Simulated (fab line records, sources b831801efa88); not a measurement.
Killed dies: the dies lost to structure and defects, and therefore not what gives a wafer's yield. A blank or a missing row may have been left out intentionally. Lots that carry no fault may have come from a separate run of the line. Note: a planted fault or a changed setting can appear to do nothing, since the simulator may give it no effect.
fab line records	flow sfq-line
[record] lots = 14	wafers = 42	last-day = 80
route steps=325 shown I4@175 JJ@182 A5B@209
lots untouched by any fault: they come from a run of this same line in which no faults occurred
start-h: start of the lot's first displayed wafer, in hours after the record's first day	wait-h: hours elapsed since this lot's preceding step	" as in the row above	L1.1+2: a single row standing in for several wafers	- value missing, or start not given	* or withheld: withheld	< > ~ a bound
route shown NAME@n: NAME is a module with steps in the file, n the number in the route of the first one	usual: mean and standard deviation over wafers with no fault	same: alike in all rows	chamber/n: place in a boat	sites: the reading at each site	_std_site: how widely they spread, as a standard deviation	_edge_site: mean of outer sites minus mean of inner sites	radius-mm: how far each site lies from the wafer's centre	mask NAME#n: copy n	behind: the last tool/chamber to shape the wafer	hold: the reason the lot was held/the length of the hold in hours/how it ended	device: the n, p or np transistor that did not switch	end of line: tests of these same wafers at the route's end	a step without rows: its recipe alone	killed: count of dies lost to structure and defects at first sort (not the wafer's yield)	map: dies across one wafer; x = killed, . = not, _ = none there
set.NAME: setting as actually run; set.NAME@STEP: the setting as run at that earlier step	model.NAME: the simulator's own value behind a step, which no gauge read
the route's steps for a sample of lots (tables are steps, rows are wafers)
services: a tool's chamber out of use, with start hour (start-h, from the record's first day; less than 0 if before it), hours out, and reason
[[steps]]
[step SFQ_TRILAYER_I4_VIA_ETCH_VIA_ETCH_106]
[recipe] target = SiO2	stop-on = Nb	mask-material = PR	taper-deg = 20	chemistry = CHF3	target-depth-nm = 260	source-w = 500	bias-w = 80	pressure-mtorr = 30	time-s = withheld
[usual] drypump-motor-current-A = 5.7/0.43	oes-product-au = 0.856/0.0054
lot.wafer	tool	chamber	start-h	wait-h	drypump-motor-current-A	oes-product-au
L611.2	rie-diel-02	2	1100.76	0.0	6.1	0.853
L611.3	"	3	"	"	5.2	0.861
L611.6	"	1	"	"	5.5	0.856
L612.1	rie-diel-01	2	1101.96	0.0	5.6	0.858
L612.4	"	3	"	"	6.0	0.863
L612.6	"	1	"	"	6.2	0.855
L613.1	rie-diel-02	3	1103.16	0.0	5.2	0.857
L613.3	"	2	"	"	6.1	0.846
L613.5	"	3	"	"	5.2	0.856
L614.2	rie-diel-01	1	1104.36	0.0	6.1	0.863
L614.4	"	3	"	"	6.0	0.849
L614.5	"	1	"	"	6.1	0.852
L616.2	rie-diel-02	2	1264.29	0.0	6.1	0.857
L616.4	"	1	"	"	5.5	0.864
L616.6	"	3	"	"	5.2	0.859
L623.1	rie-diel-01	1	1328.02	0.0	6.2	0.860
L623.5	"	1	"	"	6.1	0.845
L623.6	"	0	"	"	6.6	0.859
L624.3	rie-diel-01	3	1333.57	0.0	6.1	0.852
L624.4	"	0	"	"	6.6	0.854
L624.6	"	1	"	"	6.2	0.850
L625.2	rie-diel-02	0	1423.18	0.0	5.3	0.845
L625.3	"	2	"	"	6.1	0.856
L625.6	"	2	"	"	6.1	0.852
L626.3	rie-diel-03	0	1436.38	0.0	5.8	0.860
L626.4	"	3	"	"	5.5	0.862
L626.5	"	0	"	"	5.8	0.851
L627.2	rie-diel-02	2	1441.18	0.0	6.1	0.858
L627.3	"	1	"	"	5.5	0.847
L627.6	"	3	"	"	5.2	0.857
L628.1	rie-diel-03	1	1443.58	0.0	5.9	0.851
L628.2	"	0	"	"	5.8	0.858
L628.5	"	0	"	"	5.8	0.856
L629.1	rie-diel-02	0	1449.84	0.0	5.3	0.853
L629.3	"	2	"	"	6.1	0.852
L629.5	"	0	"	"	5.3	0.852
L631.2	rie-diel-01	1	1469.81	0.0	6.1	0.847
L631.5	"	3	"	"	6.0	0.858
L631.6	"	0	"	"	6.6	0.851
L632.2	rie-diel-02	2	1471.01	0.0	6.1	0.850
L632.4	"	1	"	"	5.5	0.852
L632.6	"	3	"	"	5.2	0.856
[step SFQ_TRILAYER_JJ_TRILAYER_DEP_SPUTTER_112]
[recipe] material = Nb	base-pressure-pa = 1.33e-06	chamber-pressure-pa = 0.1333	substrate-temp-c = 20	target-thk-nm = 170	power-w = 2000	time-s = 113.3
[usual] throttle-valve-pct = 29.5/0.58
lot.wafer	tool	chamber	start-h	wait-h	throttle-valve-pct
L611.2	pvd-sputter-03	-	1102.77	0.5	28.7
L611.3	"	-	"	"	29.5
L611.6	"	-	"	"	29.7
L612.1	pvd-sputter-06	-	1103.97	0.5	29.3
L612.4	"	-	"	"	28.8
L612.6	"	-	"	"	28.6
L613.1	pvd-sputter-05	-	1105.17	0.5	29.2
L613.3	"	-	"	"	29.2
L613.5	"	-	"	"	29.1
L614.2	pvd-sputter-03	-	1106.37	0.5	29.8
L614.4	"	-	"	"	30.6
L614.5	"	-	"	"	29.0
L616.2	pvd-sputter-03	-	1266.30	0.5	29.5
L616.4	"	-	"	"	30.5
L616.6	"	-	"	"	29.2
L623.1	pvd-sputter-05	-	1330.03	0.5	28.9
L623.5	"	-	"	"	29.7
L623.6	"	-	"	"	29.0
L624.3	pvd-sputter-03	-	1335.58	0.5	30.5
L624.4	"	-	"	"	29.3
L624.6	"	-	"	"	29.9
L625.2	pvd-sputter-03	-	1425.20	0.5	29.2
L625.3	"	-	"	"	30.6
L625.6	"	-	"	"	29.3
L626.3	pvd-sputter-06	-	1438.40	0.5	29.7
L626.4	"	-	"	"	30.9
L626.5	"	-	"	"	28.7
L627.2	pvd-sputter-03	-	1443.20	0.5	29.6
L627.3	"	-	"	"	30.3
L627.6	"	-	"	"	29.3
L628.1	pvd-sputter-05	-	1445.60	0.5	29.3
L628.2	"	-	"	"	29.0
L628.5	"	-	"	"	28.7
L629.1	pvd-sputter-06	-	1451.85	0.5	28.8
L629.3	"	-	"	"	30.9
L629.5	"	-	"	"	30.8
L631.2	pvd-sputter-03	-	1471.83	0.5	29.4
L631.5	"	-	"	"	30.3
L631.6	"	-	"	"	29.2
L632.2	pvd-sputter-06	-	1473.03	0.5	28.7
L632.4	"	-	"	"	30.5
L632.6	"	-	"	"	29.5
[step SFQ_TRILAYER_JJ_CE_STRIP_STRIP_120]
[recipe] gas = O2	power-w = 200	platen-temp-c = 40	overash-fraction = 0.65	chemistry = O2	pressure-mtorr = 50
[usual] drypump-motor-current-A = 5.9/0.62	oes-product-au = 1.003/0.0072
lot.wafer	tool	chamber	start-h	wait-h	drypump-motor-current-A	oes-product-au	rf-hours-counter-h
L611.2	rie-metal-04	1	1224.99	0.0	4.7	1.010	101
L611.3	"	0	"	"	5.6	0.992	-
L611.6	"	0	"	"	5.7	1.005	-
L612.1	rie-metal-01	1	1227.39	0.0	6.3	1.000	66
L612.4	"	0	"	"	5.3	1.000	-
L612.6	"	0	"	"	5.3	0.990	-
L613.1	rie-metal-04	1	1229.79	0.0	4.7	1.005	102
L613.3	"	1	"	"	4.8	1.001	-
L613.5	"	1	"	"	4.8	1.001	-
L614.2	rie-metal-04	0	1230.99	0.0	5.6	0.995	114
L614.4	"	0	"	"	5.6	1.000	-
L614.5	"	0	"	"	5.6	0.996	-
L616.2	rie-metal-04	1	1278.68	0.0	4.8	1.008	110
L616.4	"	1	"	"	4.8	0.999	-
L616.6	"	1	"	"	4.7	0.999	-
L623.1	rie-metal-04	0	1336.68	0.0	5.7	1.003	131
L623.5	"	1	"	"	4.7	1.009	-
L623.6	"	0	"	"	5.7	1.004	-
L624.3	rie-metal-02	0	1340.22	0.2	6.6	0.998	-
L624.4	"	1	"	"	6.3	1.001	-
L624.6	"	0	"	"	6.5	1.006	-
L625.2	rie-metal-01	1	1461.34	0.0	6.3	1.018	102
L625.3	"	0	"	"	5.3	1.011	-
L625.6	"	0	"	"	5.3	1.010	-
L626.3	rie-metal-02	1	1463.24	0.2	6.3	1.006	-
L626.4	"	0	"	"	6.6	0.999	-
L626.5	"	0	"	"	6.5	1.005	-
L627.2	rie-metal-02	0	1464.36	0.0	6.5	0.997	98
L627.3	"	1	"	"	6.3	1.021	-
L627.6	"	0	"	"	6.5	0.998	-
L628.1	rie-metal-01	1	1466.06	0.0	6.3	1.000	103
L628.2	"	0	"	"	5.3	0.997	116
L628.5	"	1	"	"	6.3	0.999	-
L629.1	rie-metal-02	1	1466.69	0.0	6.3	1.005	136
L629.3	"	1	"	"	6.3	1.010	-
L629.5	"	1	"	"	6.3	1.014	-
L631.2	rie-metal-01	1	1476.29	0.0	6.3	1.011	105
L631.5	"	1	"	"	6.3	1.009	-
L631.6	"	0	"	"	5.3	0.995	-
L632.2	rie-metal-01	1	1477.49	0.0	6.3	1.005	106
L632.4	"	0	"	"	5.3	0.995	-
L632.6	"	1	"	"	6.3	1.005	-
[step SFQ_TRILAYER_A5B_DEP_PECVD_129]
[recipe] material = SiO2	temp-c = 150	time-s = 133.33	pressure-torr = 2.4	rf-w = 183.3	precursor = SiH4/N2O	target-thk-nm = 600
[usual] chamber-pressure-Torr = 2.399/0.0051	heater-power-outer-w = 22/8.2	heater-power-w = 72/13	throttle-valve-pct = 24.8/1.4
lot.wafer	tool	chamber	start-h	wait-h	chamber-pressure-Torr	heater-power-outer-w	heater-power-w	since-wet-clean-h	throttle-valve-pct
L611.2	pecvd-02	1	1233.64	0.0	2.399	19	62	1025	24.8
L611.3	"	2	"	"	2.394	25	75	1025	27.4
L611.6	"	2	"	"	2.398	14	61	-	27.8
L612.1	pecvd-03	1	1234.84	0.0	2.390	16	66	288	23.7
L612.4	"	1	"	"	2.394	18	70	-	23.5
L612.6	"	2	"	"	2.398	18	58	-	22.4
L613.1	pecvd-04	2	1236.04	0.0	2.395	43	104	1397	25.6
L613.3	"	0	"	"	2.401	21	79	1397	23.9
L613.5	"	0	"	"	2.392	24	81	-	23.8
L614.2	pecvd-04	1	1237.24	0.0	2.395	28	81	1399	24.3
L614.4	"	1	"	"	2.400	32	86	-	24.3
L614.5	"	2	"	"	2.404	44	100	-	25.7
L616.2	pecvd-02	2	1293.49	0.0	2.407	19	70	1085	27.6
L616.4	"	2	"	"	2.399	22	71	-	27.6
L616.6	"	1	"	"	2.386	23	69	-	25.0
L623.1	pecvd-04	1	1430.17	0.0	-	-	-	-	-
L623.5	"	0	"	"	-	-	-	-	-
L623.6	"	2	"	"	-	-	-	-	-
L624.3	pecvd-03	0	1436.19	0.0	-	-	-	-	-
L624.4	"	1	"	"	-	-	-	-	-
L624.6	"	0	"	"	-	-	-	-	-
L625.2	pecvd-04	1	1467.02	0.0	2.399	31	83	136	23.3
L625.3	"	2	"	"	2.403	42	96	136	24.7
L625.6	"	2	"	"	2.407	44	103	-	24.6
L626.3	pecvd-03	2	1469.44	0.0	2.398	19	60	522	22.8
L626.4	"	2	"	"	2.396	20	61	-	23.2
L626.5	"	1	"	"	2.407	12	61	-	24.2
L627.2	pecvd-02	1	1470.62	0.0	2.393	24	69	1262	24.7
L627.3	"	2	"	"	2.406	24	75	1262	27.7
L627.6	"	0	"	"	2.404	19	62	-	25.8
L628.1	pecvd-04	2	1471.84	0.0	2.400	42	101	141	25.0
L628.2	"	0	"	"	2.391	25	86	141	23.1
L628.5	"	2	"	"	2.400	44	101	-	24.9
L629.1	pecvd-03	2	1473.02	0.0	2.394	14	52	526	23.1
L629.3	"	1	"	"	2.392	16	67	526	24.3
L629.5	"	2	"	"	2.390	17	56	-	22.9
L631.2	pecvd-04	0	1482.75	0.0	2.410	16	72	152	23.3
L631.5	"	0	"	"	2.399	19	76	-	23.2
L631.6	"	1	"	"	2.407	27	77	-	23.2
L632.2	pecvd-02	2	1594.15	0.0	2.395	23	72	1386	27.5
L632.4	"	2	"	"	2.400	24	73	-	27.6
L632.6	"	1	"	"	2.405	24	69	-	24.7
[step SFQ_TRILAYER_A5B_METRO_MEASURE_131]
lot.wafer	tool	chamber	start-h	wait-h
L611.2+3+6	film-metro-02	-	1245.16	1.7
L612.1+4+6	film-metro-02	-	1248.04	2.5
L613.1+3+5	film-metro-03	-	1251.04	2.5
L614.2+4+5	film-metro-01	-	1255.59	1.2
L616.2+4+6	film-metro-02	-	1297.38	2.7
L623.1+5+6	film-metro-02	-	1444.03	2.5
L624.3+4+6	film-metro-03	-	1451.81	1.4
L625.2+3+6	film-metro-03	-	1493.09	1.7
L626.3+4+5	film-metro-02	-	1494.34	2.9
L627.2+3+6	film-metro-01	-	1496.09	1.2
L628.1+2+5	film-metro-02	-	1496.94	2.0
L629.1+3+5	film-metro-01	-	1498.89	1.0
L631.2+5+6	film-metro-02	-	1510.31	2.2
L632.2+4+6	film-metro-03	-	1597.44	1.2
[[services]]
tool	chamber	start-h	hours	kind
rie-diel-02	-	1077.25	11.5	repair
rie-diel-02	3	1078.46	5.1	repair
film-metro-02	-	1083.13	0.9	pm
rie-diel-02	-	1108.38	2.8	pm
pecvd-04	-	1174.76	2.8	pm
rie-diel-02	1	1174.86	12.2	repair
rie-diel-02	1	1242.41	9.7	repair
rie-diel-02	3	1242.81	6.2	repair
pvd-sputter-03	-	1276.57	21.6	repair
film-metro-02	-	1290.89	0.7	pm
pvd-sputter-03	-	1291.77	10.3	repair
film-metro-02	-	1298.38	0.4	pm
film-metro-02	-	1301.50	1.0	pm
pecvd-04	-	1316.75	14.0	pm
film-metro-02	-	1328.13	0.4	pm
rie-diel-02	0	1329.32	1.5	repair
rie-diel-02	2	1403.92	9.9	repair
rie-diel-02	-	1406.84	1.0	repair
rie-diel-02	-	1435.16	0.4	repair
film-metro-02	-	1543.37	0.5	pm
film-metro-02	-	1545.57	1.8	pm
rie-diel-02	0	1556.60	10.8	repair
film-metro-02	-	1573.90	0.8	pm
pvd-sputter-03	-	1584.75	2.4	repair
[[key]]
[first-sign] step = SFQ_TRILAYER_A5B_DEP_PECVD_129	reading = tool-record	direction = missing
effect none on later readings
met-at SFQ_TRILAYER_A5B_DEP_PECVD_129
struck-lots L623,L624
not-acting-at SFQ_TRILAYER_I4_VIA_ETCH_VIA_ETCH_106,SFQ_TRILAYER_JJ_TRILAYER_DEP_SPUTTER_112,SFQ_TRILAYER_JJ_CE_STRIP_STRIP_120
onset-between 1237.24 1430.17
[fault] kind = skipped-step-whole	tool = pecvd-03,pecvd-04	chamber = -	onset-h = 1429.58	steps = SFQ_TRILAYER_A5B_DEP_PECVD_129	scope = struck-lots-only
